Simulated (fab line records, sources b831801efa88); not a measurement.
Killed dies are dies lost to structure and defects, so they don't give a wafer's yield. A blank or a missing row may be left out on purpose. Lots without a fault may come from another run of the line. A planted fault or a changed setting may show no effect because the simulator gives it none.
Which tool did it? | flow sky130 | 7 lots, 21 wafers sampled, at 1 step of a route of 708

WHAT THE GAUGES READ, wafer by wafer
SKY_NWELL_RS_MEAS_31: measures by four-point-probe.
lot  | measured     | on            | PWDE_RS (ohm/sq)
L579 | day 5 19:02  | film_metro-03 | 5264 5254 5258
L581 | day 6 05:06  | film_metro-04 | 5248 5250 5235
L583 | day 6 18:35  | film_metro-01 | 5302 5283 5285
L585 | day 7 05:44  | film_metro-04 | 5303 5270 5293
L594 | day 9 15:41  | film_metro-01 | 5270 5248 5251
L599 | day 10 17:56 | film_metro-01 | 5263 5241 5262
L601 | day 11 03:34 | film_metro-01 | 5312 5305 5280

WHICH TOOL RAN EACH LOT (tool, then ch and the chambers of the sampled wafers, then the start)
The record holds no process step before these readings.

THE ANSWER, worked out from the rows above alone
Rule: what is usual is taken from the lots themselves. Put in order of their means at a reading, lots are off if they are a third of the lots or fewer, leave a main group of 4 or more, and stand apart from it by a gap of 3 or more times the standard deviation of the main group's means; of several such gaps the widest counts. A main group whose means are all the same, to the digits that the tables above print for the reading, isn't used. A lot without any number at a reading at which 4 lots or more have one is off too. The other lots that the step has rows for count as sound.
No lot is off at any reading shown: from this, nothing can be told.

WHAT THE SIMULATOR HAD PUT IN
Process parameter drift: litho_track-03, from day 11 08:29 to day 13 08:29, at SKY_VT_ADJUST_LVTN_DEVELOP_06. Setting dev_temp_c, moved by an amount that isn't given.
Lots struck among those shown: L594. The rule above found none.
